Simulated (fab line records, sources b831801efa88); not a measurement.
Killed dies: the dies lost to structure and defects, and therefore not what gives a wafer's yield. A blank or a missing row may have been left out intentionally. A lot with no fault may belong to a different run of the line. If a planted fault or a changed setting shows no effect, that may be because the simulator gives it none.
fab line records + flow sky130
record:
- lots: 5
- wafers: 15
- last_day: 49
route steps=708 shown PASSIVATION@693 PAD_OPEN@694
lots with no fault: from the same line, run without faults
start_h: the number of hours between the record's first day and the start of the first shown wafer of the lot + wait_h: hours elapsed since this lot's preceding step + " as in the row above + L1.1+2: a row that stands for several wafers + - no value present, or no start provided + * or withheld: withheld + < > ~ a bound
route shown NAME@n: names a module that has steps shown in the file, with the first one's number in the route + usual: mean/standard deviation taken from wafers without a fault + same: alike in all rows + chamber/n: place in a boat + sites: readings site by site + _std_site: how widely they spread, as a standard deviation + _edge_site: the outer-site mean with the inner-site mean subtracted + radius_mm: for every site, how far away it sits from the centre of the wafer + mask NAME#n: copy n + behind: the most recent tool/chamber to have shaped the wafer + hold: what put the lot on hold/how long, in hours/how the hold closed + device: whichever transistor did not switch (one of n, p or np) + end of line: at the end of the route, the tests of the same wafers + step lacking rows: just its recipe + killed: dies that structure and defects cost at the first sort, which is not the same as the wafer's yield + map: per-die view of a wafer (x killed, . not killed, _ where there is no die)
set.NAME: the setting as run; set.NAME@STEP: as run at that earlier step + model.NAME: the simulator's own value behind a step, which no gauge read
certain route steps with their lots: each step a table, each wafer a row
services: from which hour (start_h, from the record's first day; less than 0 if before it) a tool's chamber was out of use, for how many hours, and why
== steps ==
step: SKY_PASSIVATION_STRIP_12
recipe:
- chemistry: O2/N2
- power_w: 1400
- pressure_mtorr: 1500
- platen_temp_c: withheld
- overash_fraction: 0.7
- o2_flow_sccm: 3000
- n2_flow_sccm: 300
usual:
- drypump_motor_current_A: 5.8/0.47
- oes_product_au: 0.661/0.0044
- strip_time_to_endpoint_s: 31.57/0.12
| lot.wafer | tool            | chamber | start_h | wait_h | drypump_motor_current_A | oes_product_au | rf_hours_counter_h | strip_time_to_endpoint_s |
|-----------|-----------------|---------|---------|--------|-------------------------|----------------|--------------------|--------------------------|
| L074.1    | plasma_asher-01 | 1       | 1044.88 | 0.1    | 5.9                     | 0.668          | 28                 | 31.50                    |
| L074.4    | "               | 0       | "       | "      | 5.4                     | 0.666          | -                  | 31.70                    |
| L074.6    | "               | 0       | "       | "      | 5.4                     | 0.666          | -                  | 31.70                    |
| L078.1    | plasma_asher-01 | 1       | 1079.84 | 0.1    | 5.9                     | 0.665          | 32                 | 31.54                    |
| L078.5    | "               | 1       | "       | "      | 5.9                     | 0.656          | -                  | 31.62                    |
| L078.6    | "               | 0       | "       | "      | 5.4                     | 0.661          | -                  | 31.55                    |
| L080.1    | plasma_asher-01 | 1       | 1084.43 | 0.1    | 5.9                     | 0.662          | 33                 | 31.54                    |
| L080.3    | "               | 0       | "       | "      | 5.4                     | 0.660          | -                  | 31.43                    |
| L080.5    | "               | 0       | "       | "      | 5.4                     | 0.666          | -                  | 31.56                    |
| L086.3    | plasma_asher-01 | 0       | 1124.12 | 0.1    | 5.4                     | 0.660          | -                  | 31.49                    |
| L086.4    | "               | 1       | "       | "      | 5.9                     | 0.657          | -                  | 31.57                    |
| L086.5    | "               | 0       | "       | "      | 5.4                     | 0.666          | -                  | 31.64                    |
| L094.2    | plasma_asher-01 | 1       | 1168.18 | 0.1    | 5.9                     | 0.668          | 39                 | 31.59                    |
| L094.4    | "               | 0       | "       | "      | 5.4                     | 0.662          | -                  | 31.45                    |
| L094.5    | "               | 0       | "       | "      | 5.4                     | 0.658          | -                  | 31.65                    |
step: SKY_PAD_OPEN_DEHYDRATE_00
recipe:
- temp_c: 200
- time_s: 60
usual:
- heater_power_total_W: 160.38/0.12
| lot.wafer | tool           | chamber | start_h | wait_h | heater_power_total_W |
|-----------|----------------|---------|---------|--------|----------------------|
| L074.1    | litho_track-04 | 0       | 1054.88 | 10.0   | 160.62               |
| L074.4    | "              | 0       | "       | "      | 160.38               |
| L074.6    | "              | 0       | "       | "      | 160.35               |
| L078.1    | litho_track-04 | 0       | 1090.48 | 10.6   | 160.18               |
| L078.5    | "              | 0       | "       | "      | 160.35               |
| L078.6    | "              | 0       | "       | "      | 160.24               |
| L080.1    | litho_track-04 | 0       | 1095.68 | 11.2   | 160.39               |
| L080.3    | "              | 0       | "       | "      | 160.52               |
| L080.5    | "              | 0       | "       | "      | 160.52               |
| L086.3    | litho_track-01 | 0       | 1133.79 | 9.6    | 160.42               |
| L086.4    | "              | 0       | "       | "      | 160.28               |
| L086.5    | "              | 0       | "       | "      | 160.50               |
| L094.2    | litho_track-04 | 0       | 1176.90 | 8.7    | 160.34               |
| L094.4    | "              | 0       | "       | "      | 160.35               |
| L094.5    | "              | 0       | "       | "      | 160.52               |
step: SKY_PAD_OPEN_HMDS_01
recipe:
- prime_time_s: 60
- prime_temp_c: 120
| lot.wafer  | tool           | chamber | start_h | wait_h |
|------------|----------------|---------|---------|--------|
| L074.1+4+6 | litho_track-04 | 0       | 1055.03 | 0.1    |
| L078.1+5+6 | litho_track-04 | 0       | 1090.63 | 0.1    |
| L080.1+3+5 | litho_track-04 | 0       | 1095.83 | 0.1    |
| L086.3+4+5 | litho_track-01 | 0       | 1133.94 | 0.1    |
| L094.2+4+5 | litho_track-04 | 0       | 1177.05 | 0.1    |
step: SKY_PAD_OPEN_COAT_02
recipe:
- spin_rpm: 2000
- resist_thk_nm: 3000
usual:
- dispense_pressure_kPa: 49/3.2
| lot.wafer | tool           | chamber | start_h | wait_h | dispense_pressure_kPa |
|-----------|----------------|---------|---------|--------|-----------------------|
| L074.1    | litho_track-04 | 0       | 1055.18 | 0.1    | 46                    |
| L074.4    | "              | 0       | "       | "      | 46                    |
| L074.6    | "              | 0       | "       | "      | 46                    |
| L078.1    | litho_track-04 | 0       | 1090.78 | 0.1    | 46                    |
| L078.5    | "              | 0       | "       | "      | 46                    |
| L078.6    | "              | 0       | "       | "      | 46                    |
| L080.1    | litho_track-04 | 0       | 1095.98 | 0.1    | 46                    |
| L080.3    | "              | 0       | "       | "      | 46                    |
| L080.5    | "              | 0       | "       | "      | 46                    |
| L086.3    | litho_track-01 | 0       | 1134.09 | 0.1    | 53                    |
| L086.4    | "              | 0       | "       | "      | 53                    |
| L086.5    | "              | 0       | "       | "      | 53                    |
| L094.2    | litho_track-04 | 0       | 1177.20 | 0.1    | 46                    |
| L094.4    | "              | 0       | "       | "      | 46                    |
| L094.5    | "              | 0       | "       | "      | 46                    |
step: SKY_PAD_OPEN_SOFTBAKE_03
recipe:
- temp_c: 110
- time_s: withheld
usual:
- heater_power_total_W: 65.32/0.14
| lot.wafer | tool           | chamber | start_h | wait_h | heater_power_total_W |
|-----------|----------------|---------|---------|--------|----------------------|
| L074.1    | litho_track-04 | 0       | 1055.33 | 0.1    | 65.13                |
| L074.4    | "              | 0       | "       | "      | 65.40                |
| L074.6    | "              | 0       | "       | "      | 65.40                |
| L078.1    | litho_track-04 | 0       | 1090.93 | 0.1    | 65.45                |
| L078.5    | "              | 0       | "       | "      | 65.40                |
| L078.6    | "              | 0       | "       | "      | 65.08                |
| L080.1    | litho_track-04 | 0       | 1096.13 | 0.1    | 65.23                |
| L080.3    | "              | 0       | "       | "      | 65.07                |
| L080.5    | "              | 0       | "       | "      | 65.36                |
| L086.3    | litho_track-01 | 0       | 1134.26 | 0.1    | 65.35                |
| L086.4    | "              | 0       | "       | "      | 65.27                |
| L086.5    | "              | 0       | "       | "      | 65.29                |
| L094.2    | litho_track-04 | 0       | 1177.36 | 0.1    | 65.46                |
| L094.4    | "              | 0       | "       | "      | 65.12                |
| L094.5    | "              | 0       | "       | "      | 65.15                |
step: SKY_PAD_OPEN_EXPOSE_04
recipe:
- mask_id: PDM
- target_cd_nm: 60000
- na: 0.57
- dose_mj: 260
| lot.wafer  | tool             | chamber | start_h | wait_h | mask  |
|------------|------------------|---------|---------|--------|-------|
| L074.1+4+6 | iline_stepper-01 | 0       | -       | -      | PDM#0 |
| L078.1+5+6 | iline_stepper-02 | 0       | -       | -      | PDM#0 |
| L080.1+3+5 | iline_stepper-02 | 0       | -       | -      | PDM#0 |
| L086.3+4+5 | iline_stepper-01 | 0       | -       | -      | PDM#0 |
| L094.2+4+5 | iline_stepper-02 | 0       | -       | -      | PDM#0 |
step: SKY_PAD_OPEN_PEB_05
recipe:
- temp_c: 115
- time_s: withheld
usual:
- heater_power_total_W: 69.35/0.13
| lot.wafer | tool           | chamber | start_h | wait_h | heater_power_total_W |
|-----------|----------------|---------|---------|--------|----------------------|
| L074.1    | litho_track-02 | 0       | -       | -      | 69.44                |
| L074.4    | "              | 0       | "       | "      | 69.18                |
| L074.6    | "              | 0       | "       | "      | 69.56                |
| L078.1    | litho_track-01 | 0       | -       | -      | 69.24                |
| L078.5    | "              | 0       | "       | "      | 69.12                |
| L078.6    | "              | 0       | "       | "      | 69.42                |
| L080.1    | litho_track-02 | 0       | -       | -      | 69.29                |
| L080.3    | "              | 0       | "       | "      | 69.51                |
| L080.5    | "              | 0       | "       | "      | 69.35                |
| L086.3    | litho_track-04 | 0       | -       | -      | 69.55                |
| L086.4    | "              | 0       | "       | "      | 69.53                |
| L086.5    | "              | 0       | "       | "      | 69.48                |
| L094.2    | litho_track-01 | 0       | -       | -      | 69.20                |
| L094.4    | "              | 0       | "       | "      | 69.56                |
| L094.5    | "              | 0       | "       | "      | 69.43                |
step: SKY_PAD_OPEN_DEVELOP_06
recipe:
- develop_time_s: 60
- dev_temp_c: 23
| lot.wafer  | tool           | chamber | start_h | wait_h |
|------------|----------------|---------|---------|--------|
| L074.1+4+6 | litho_track-02 | 0       | -       | -      |
| L078.1+5+6 | litho_track-01 | 0       | -       | -      |
| L080.1+3+5 | litho_track-02 | 0       | -       | -      |
| L086.3+4+5 | litho_track-04 | 0       | -       | -      |
| L094.2+4+5 | litho_track-01 | 0       | -       | -      |
step: SKY_PAD_OPEN_ETCH_07
recipe:
- chemistry: CF4/O2
- target_depth_nm: 725
- stop_on: AlCu
- source_w: 800
- bias_w: 150
- pressure_mtorr: 150
- cf4_flow_sccm: 80
- O2_flow_sccm: 10
- time_s: 154
usual:
- drypump_motor_current_A: 5.9/0.52
- oes_product_au: 0.992/0.0072
- throttle_valve_pct: 5.969/0.0093
| lot.wafer | tool        | chamber | start_h | wait_h | drypump_motor_current_A | oes_product_au | rf_hours_counter_h | throttle_valve_pct |
|-----------|-------------|---------|---------|--------|-------------------------|----------------|--------------------|--------------------|
| L074.1    | rie_diel-04 | 1       | 1065.80 | -      | 5.5                     | 1.002          | 7                  | 5.962              |
| L074.4    | "           | 1       | "       | "      | 5.5                     | 1.001          | -                  | 5.968              |
| L074.6    | "           | 2       | "       | "      | 6.9                     | 0.991          | -                  | 5.974              |
| L078.1    | rie_diel-04 | 3       | 1101.54 | -      | 6.0                     | 0.997          | 17                 | 5.957              |
| L078.5    | "           | 0       | "       | "      | 5.9                     | 0.981          | -                  | 5.957              |
| L078.6    | "           | 1       | "       | "      | 5.5                     | 0.988          | -                  | 5.967              |
| L080.1    | rie_diel-03 | 1       | 1104.95 | -      | 6.2                     | 0.985          | 11                 | 5.960              |
| L080.3    | "           | 2       | "       | "      | 6.5                     | 0.998          | 22                 | 5.969              |
| L080.5    | "           | 2       | "       | "      | 6.5                     | 1.002          | -                  | 5.979              |
| L086.3    | rie_diel-04 | 2       | 1142.93 | -      | 6.8                     | 0.992          | 20                 | 5.966              |
| L086.4    | "           | 3       | "       | "      | 5.9                     | 0.980          | 19                 | 5.981              |
| L086.5    | "           | 0       | "       | "      | 5.9                     | 0.991          | -                  | 5.962              |
| L094.2    | rie_diel-03 | 3       | 1185.19 | -      | 5.2                     | 0.985          | 11                 | 5.964              |
| L094.4    | "           | 1       | "       | "      | 6.2                     | 0.987          | 14                 | 5.976              |
| L094.5    | "           | 1       | "       | "      | 6.2                     | 0.993          | -                  | 5.958              |
step: SKY_PAD_OPEN_STRIP_08
recipe:
- chemistry: O2/N2
- power_w: 1400
- pressure_mtorr: 1500
- platen_temp_c: withheld
- overash_fraction: 0.7
- o2_flow_sccm: 3000
- n2_flow_sccm: 300
usual:
- drypump_motor_current_A: 5.8/0.45
- oes_product_au: 0.663/0.0039
- strip_time_to_endpoint_s: 37.03/0.12
| lot.wafer | tool            | chamber | start_h | wait_h | drypump_motor_current_A | oes_product_au | rf_hours_counter_h | strip_time_to_endpoint_s |
|-----------|-----------------|---------|---------|--------|-------------------------|----------------|--------------------|--------------------------|
| L074.1    | plasma_asher-01 | 1       | 1065.91 | 0.1    | 5.9                     | 0.659          | 31                 | 37.11                    |
| L074.4    | "               | 1       | "       | "      | 5.9                     | 0.668          | -                  | 37.07                    |
| L074.6    | "               | 0       | "       | "      | 5.4                     | 0.668          | -                  | 37.18                    |
| L078.1    | plasma_asher-04 | 1       | 1101.65 | 0.1    | 6.2                     | 0.654          | 65                 | 37.08                    |
| L078.5    | "               | 1       | "       | "      | 6.2                     | 0.662          | -                  | 37.08                    |
| L078.6    | "               | 0       | "       | "      | 6.2                     | 0.659          | -                  | 37.12                    |
| L080.1    | plasma_asher-04 | 1       | 1105.06 | 0.1    | 6.2                     | 0.662          | 66                 | 37.00                    |
| L080.3    | "               | 0       | "       | "      | 6.2                     | 0.661          | -                  | 36.92                    |
| L080.5    | "               | 1       | "       | "      | 6.2                     | 0.665          | -                  | 36.91                    |
| L086.3    | plasma_asher-02 | 0       | 1143.07 | 0.1    | 5.0                     | 0.664          | -                  | 36.99                    |
| L086.4    | "               | 1       | "       | "      | 6.2                     | 0.671          | -                  | 36.95                    |
| L086.5    | "               | 0       | "       | "      | 5.0                     | 0.661          | -                  | 37.00                    |
| L094.2    | plasma_asher-04 | 0       | 1185.30 | 0.1    | 6.3                     | 0.667          | 74                 | 37.13                    |
| L094.4    | "               | 0       | "       | "      | 6.3                     | 0.665          | -                  | 37.08                    |
| L094.5    | "               | 1       | "       | "      | 6.2                     | 0.662          | -                  | 37.07                    |
step: SKY_PAD_OPEN_STRIP_09
recipe:
- chemistry: post_etch_residue_remover
- time_s: 1200
- temp_c: 72.5
usual:
- bath_heat_duty_pct: 14.1/1.9
| lot.wafer | tool         | chamber | start_h | wait_h | bath_heat_duty_pct |
|-----------|--------------|---------|---------|--------|--------------------|
| L074.1    | wet_bench-02 | 2       | 1066.01 | 0.1    | 13.9               |
| L074.4    | "            | 2       | "       | "      | 14.8               |
| L074.6    | "            | 2       | "       | "      | 14.0               |
| L078.1    | wet_bench-03 | 2       | 1101.75 | 0.1    | 11.6               |
| L078.5    | "            | 2       | "       | "      | 11.7               |
| L078.6    | "            | 2       | "       | "      | 12.2               |
| L080.1    | wet_bench-01 | 0       | 1105.16 | 0.1    | 12.5               |
| L080.3    | "            | 0       | "       | "      | 14.8               |
| L080.5    | "            | 0       | "       | "      | 15.2               |
| L086.3    | wet_bench-02 | 1       | 1143.13 | 0.0    | 16.5               |
| L086.4    | "            | 1       | "       | "      | 16.0               |
| L086.5    | "            | 1       | "       | "      | 15.9               |
| L094.2    | wet_bench-03 | 2       | 1185.47 | 0.1    | 10.9               |
| L094.4    | "            | 2       | "       | "      | 10.8               |
| L094.5    | "            | 2       | "       | "      | 11.5               |
step: SKY_PAD_OPEN_CLEAN_10
recipe:
- chemistry: IPA
- time_s: 180
- temp_c: 25
usual:
- bath_heat_duty_pct: 6.2/0.8
| lot.wafer | tool         | chamber | start_h | wait_h | bath_heat_duty_pct |
|-----------|--------------|---------|---------|--------|--------------------|
| L074.1    | wet_bench-02 | 3       | 1066.35 | 0.0    | 6.1                |
| L074.4    | "            | 3       | "       | "      | 5.7                |
| L074.6    | "            | 3       | "       | "      | 5.6                |
| L078.1    | wet_bench-01 | 3       | 1102.09 | 0.0    | 6.4                |
| L078.5    | "            | 3       | "       | "      | 6.8                |
| L078.6    | "            | 3       | "       | "      | 6.0                |
| L080.1    | wet_bench-01 | 0       | 1105.50 | 0.0    | 7.3                |
| L080.3    | "            | 0       | "       | "      | 6.8                |
| L080.5    | "            | 0       | "       | "      | 6.5                |
| L086.3    | wet_bench-03 | 3       | 1143.54 | 0.0    | 6.1                |
| L086.4    | "            | 3       | "       | "      | 7.0                |
| L086.5    | "            | 3       | "       | "      | 6.0                |
| L094.2    | wet_bench-01 | 1       | 1185.81 | 0.0    | 6.7                |
| L094.4    | "            | 1       | "       | "      | 7.0                |
| L094.5    | "            | 1       | "       | "      | 6.5                |
step: SKY_PAD_OPEN_CLEAN_11
recipe:
- chemistry: O3/DIW
- dry: n2_spin
| lot.wafer  | tool         | chamber | start_h | wait_h |
|------------|--------------|---------|---------|--------|
| L074.1+4+6 | wet_bench-02 | 0       | 1066.41 | 0.0    |
| L078.1+5+6 | wet_bench-01 | 3       | 1102.21 | 0.1    |
| L080.1+3+5 | wet_bench-01 | 1       | 1105.56 | 0.0    |
| L086.3+4+5 | wet_bench-03 | 0       | 1143.60 | 0.0    |
| L094.2+4+5 | wet_bench-02 | 2       | 1185.88 | 0.0    |
step: SKY_PAD_OPEN_ANNEAL_12
recipe:
- temp_c: 402.8
- time_s: withheld
- ambient: N2/H2
- idle_temp_c: 300
- ramp_up_c_per_min: 8
- ramp_down_c_per_min: 4
usual:
- spike_tc_top_C: 430.2/2.1
| lot.wafer | tool       | chamber | start_h | wait_h | spike_tc_top_C |
|-----------|------------|---------|---------|--------|----------------|
| L074.1    | furnace-01 | 0       | 1066.50 | 0.0    | 431.4          |
| L074.4    | "          | 0       | "       | "      | 432.7          |
| L074.6    | "          | 0       | "       | "      | 432.2          |
| L078.1    | furnace-01 | 0       | 1102.31 | 0.0    | 431.3          |
| L078.5    | "          | 0       | "       | "      | 432.6          |
| L078.6    | "          | 0       | "       | "      | 431.4          |
| L080.1    | furnace-01 | 0       | 1105.65 | 0.0    | 431.7          |
| L080.3    | "          | 0       | "       | "      | 430.2          |
| L080.5    | "          | 0       | "       | "      | 431.9          |
| L086.3    | furnace-01 | 0       | 1143.69 | 0.0    | 431.5          |
| L086.4    | "          | 0       | "       | "      | 431.9          |
| L086.5    | "          | 0       | "       | "      | 432.1          |
| L094.2    | furnace-02 | 0       | 1185.97 | 0.0    | 427.3          |
| L094.4    | "          | 0       | "       | "      | 426.0          |
| L094.5    | "          | 0       | "       | "      | 429.5          |
step: SKY_PAD_OPEN_BOW_MEAS_13
recipe:
- mode: bow
usual:
- PAD_OPEN_BOW: 45/8.6
| lot.wafer | tool          | chamber | start_h | wait_h | PAD_OPEN_BOW[um] |
|-----------|---------------|---------|---------|--------|------------------|
| L074.1    | film_metro-01 | -       | 1068.00 | -      | 39               |
| L074.4    | "             | -       | "       | "      | 37               |
| L074.6    | "             | -       | "       | "      | 40               |
| L078.1    | film_metro-04 | -       | 1103.84 | -      | 27               |
| L078.5    | "             | -       | "       | "      | 21               |
| L078.6    | "             | -       | "       | "      | 22               |
| L080.1    | film_metro-02 | -       | 1107.15 | -      | 52               |
| L080.3    | "             | -       | "       | "      | 58               |
| L080.5    | "             | -       | "       | "      | 41               |
| L086.3    | film_metro-01 | -       | 1145.23 | -      | 37               |
| L086.4    | "             | -       | "       | "      | 41               |
| L086.5    | "             | -       | "       | "      | 43               |
| L094.2    | film_metro-04 | -       | 1187.49 | -      | 41               |
| L094.4    | "             | -       | "       | "      | 53               |
| L094.5    | "             | -       | "       | "      | 42               |
step: SKY_PAD_OPEN_PROBE_99
usual:
- defect_limited_yield: 82.5/2.1
- killed_at_M0_to_M3: 43/6.8
- killed_at_M4_up: 3.2/1.7
- killed_at_contacts: 24/5.6
- killed_at_front_end: 15/4.7
- killed_at_other: 0.3/0.59
- killed_dies: 86/10
- killed_open: 47/6.8
- killed_short: 39/6.4
- sort_bin_3_pad_short: 0.9/0.42
- sort_bin_5_function: 10.5/1.6
- sort_bin_6_memory: 6.2/1.1
- sort_n_pass: 406/10
- sort_yield_pct: 82.5/2.1
same:
- gross_dies: 492
- killed_at_back_side: 0
- sort_bin_4_leakage[%]: 0
- sort_bin_8_speed[%]: 0
| lot.wafer | tool      | chamber | start_h | wait_h | defect_limited_yield[%] | killed_at_M0_to_M3 | killed_at_M4_up | killed_at_contacts | killed_at_front_end | killed_at_other | killed_dies | killed_open | killed_short | sort_bin_3_pad_short[%] | sort_bin_5_function[%] | sort_bin_6_memory[%] | sort_n_pass | sort_yield_pct[%] |
|-----------|-----------|---------|---------|--------|-------------------------|--------------------|-----------------|--------------------|---------------------|-----------------|-------------|-------------|--------------|-------------------------|------------------------|----------------------|-------------|-------------------|
| L078.1    | prober-02 | -       | 1103.96 | 0.1    | 78.0                    | 47                 | 7               | 30                 | 24                  | 0               | 108         | 61          | 47           | 0.8                     | 14.0                   | 7.1                  | 384         | 78.0              |
| L078.5    | prober-02 | -       | 1104.16 | 0.2    | 83.1                    | 44                 | 2               | 24                 | 13                  | 0               | 83          | 41          | 42           | 1.2                     | 8.1                    | 7.5                  | 409         | 83.1              |
| L078.6    | prober-02 | -       | 1104.21 | 0.2    | 82.9                    | 41                 | 2               | 26                 | 15                  | 0               | 84          | 49          | 35           | 1.0                     | 10.2                   | 5.9                  | 408         | 82.9              |
| L080.1    | prober-02 | -       | 1107.27 | 0.1    | 84.1                    | 35                 | 4               | 27                 | 11                  | 1               | 78          | 41          | 36           | 0.6                     | 10.8                   | 4.5                  | 414         | 84.1              |
| L080.3    | prober-02 | -       | 1107.37 | 0.2    | 83.1                    | 45                 | 3               | 18                 | 15                  | 2               | 83          | 48          | 34           | 0.4                     | 10.0                   | 6.5                  | 409         | 83.1              |
| L080.5    | prober-02 | -       | 1107.47 | 0.2    | 83.9                    | 42                 | 2               | 19                 | 16                  | 0               | 79          | 41          | 38           | 0.2                     | 9.3                    | 6.5                  | 413         | 83.9              |
| L086.3    | prober-02 | -       | 1145.41 | 0.2    | 84.1                    | 40                 | 0               | 29                 | 9                   | 0               | 78          | 42          | 36           | 1.0                     | 10.4                   | 4.5                  | 414         | 84.1              |
| L086.4    | prober-02 | -       | 1145.46 | 0.2    | 82.7                    | 50                 | 1               | 23                 | 11                  | 0               | 85          | 52          | 33           | 0.2                     | 11.6                   | 5.5                  | 407         | 82.7              |
| L086.5    | prober-02 | -       | 1145.51 | 0.2    | 83.9                    | 45                 | 5               | 16                 | 13                  | 0               | 79          | 36          | 43           | 1.0                     | 8.7                    | 6.3                  | 413         | 83.9              |
killed by level:class
L078.1 CONTACT:geometric_particle:open=11 VIA1:geometric_particle:open=11 VIA2:geometric_particle:open=8 VIA3:geometric_particle:open=6 LI_CONTACT:geometric_particle:open=6 LOCAL_INTERCONNECT:geometric_particle:short=6 VIA1:geometric_particle:short=6 FIELD_ISO:geometric_particle:short=5
L078.5 CONTACT:geometric_particle:open=13 METAL1:geometric_particle:short=9 VIA1:geometric_particle:open=8 METAL2:geometric_particle:short=6 VIA2:geometric_particle:short=5 FIELD_ISO:geometric_particle:short=4 POLY_GATE:geometric_particle:open=4 LI_CONTACT:geometric_particle:open=4
L078.6 VIA1:geometric_particle:open=9 CONTACT:geometric_particle:open=9 LI_CONTACT:geometric_particle:open=7 VIA1:geometric_particle:short=6 METAL1:geometric_particle:short=5 METAL2:geometric_particle:short=5 FIELD_ISO:geometric_particle:open=4 VIA2:geometric_particle:short=4
L080.1 CONTACT:geometric_particle:open=11 LI_CONTACT:geometric_particle:open=8 VIA1:geometric_particle:short=6 METAL1:geometric_particle:short=5 VIA1:geometric_particle:open=5 FIELD_ISO:geometric_particle:short=4 VIA2:geometric_particle:open=4 METAL3:geometric_particle:short=4
L080.3 VIA3:geometric_particle:open=7 VIA1:geometric_particle:open=7 LI_CONTACT:geometric_particle:open=6 VIA2:geometric_particle:open=6 CONTACT:geometric_particle:open=6 METAL2:geometric_particle:short=6 VIA1:geometric_particle:short=5 FIELD_ISO:geometric_particle:open=4
L080.5 CONTACT:geometric_particle:open=10 VIA1:geometric_particle:open=8 METAL2:geometric_particle:short=8 LI_CONTACT:geometric_particle:open=6 VIA3:geometric_particle:open=6 VIA1:geometric_particle:short=5 POLY_GATE:geometric_particle:short=4 METAL3:geometric_particle:short=4
L086.3 CONTACT:geometric_particle:open=11 CONTACT:geometric_particle:short=9 VIA3:geometric_particle:open=9 VIA1:geometric_particle:open=8 LI_CONTACT:geometric_particle:open=5 METAL1:geometric_particle:short=4 VIA2:geometric_particle:open=4 VIA2:geometric_particle:short=4
L086.4 VIA1:geometric_particle:open=15 CONTACT:geometric_particle:open=9 VIA2:geometric_particle:open=8 VIA1:geometric_particle:short=6 VIA3:geometric_particle:open=6 VIA3:geometric_particle:short=5 FIELD_ISO:geometric_particle:open=4 FIELD_ISO:geometric_particle:short=4
L086.5 VIA2:geometric_particle:open=8 VIA3:geometric_particle:open=7 FIELD_ISO:geometric_particle:short=6 VIA3:geometric_particle:short=6 CONTACT:geometric_particle:short=5 METAL1:geometric_particle:short=5 VIA1:geometric_particle:open=5 LOCAL_INTERCONNECT:geometric_particle:short=4
== services ==
| tool             | chamber | start_h | hours | kind        |
|------------------|---------|---------|-------|-------------|
| furnace-01       | -       | 1032.68 | 3.1   | pm          |
| iline_stepper-01 | -       | 1038.50 | 1.7   | pm          |
| iline_stepper-02 | 0       | 1041.49 | -     | calibration |
| furnace-01       | -       | 1041.64 | 4.0   | pm          |
| wet_bench-03     | -       | 1058.92 | 1.3   | repair      |
| rie_diel-04      | 3       | 1065.48 | 12.2  | repair      |
| wet_bench-01     | -       | 1065.98 | 5.9   | repair      |
| iline_stepper-01 | 0       | 1066.56 | -     | calibration |
| rie_diel-04      | 0       | 1068.33 | 2.3   | repair      |
| rie_diel-03      | -       | 1087.25 | 9.0   | repair      |
| plasma_asher-01  | -       | 1097.46 | 8.4   | repair      |
| furnace-02       | -       | 1100.30 | 2.2   | repair      |
| plasma_asher-02  | -       | 1119.09 | 2.8   | pm          |
| rie_diel-03      | -       | 1130.36 | 0.5   | repair      |
| iline_stepper-02 | -       | 1137.29 | 1.7   | pm          |
| iline_stepper-02 | -       | 1151.15 | 0.8   | repair      |
| rie_diel-03      | -       | 1179.30 | 0.4   | repair      |
| furnace-02       | -       | 1179.70 | 3.5   | pm          |
== key ==
fault none
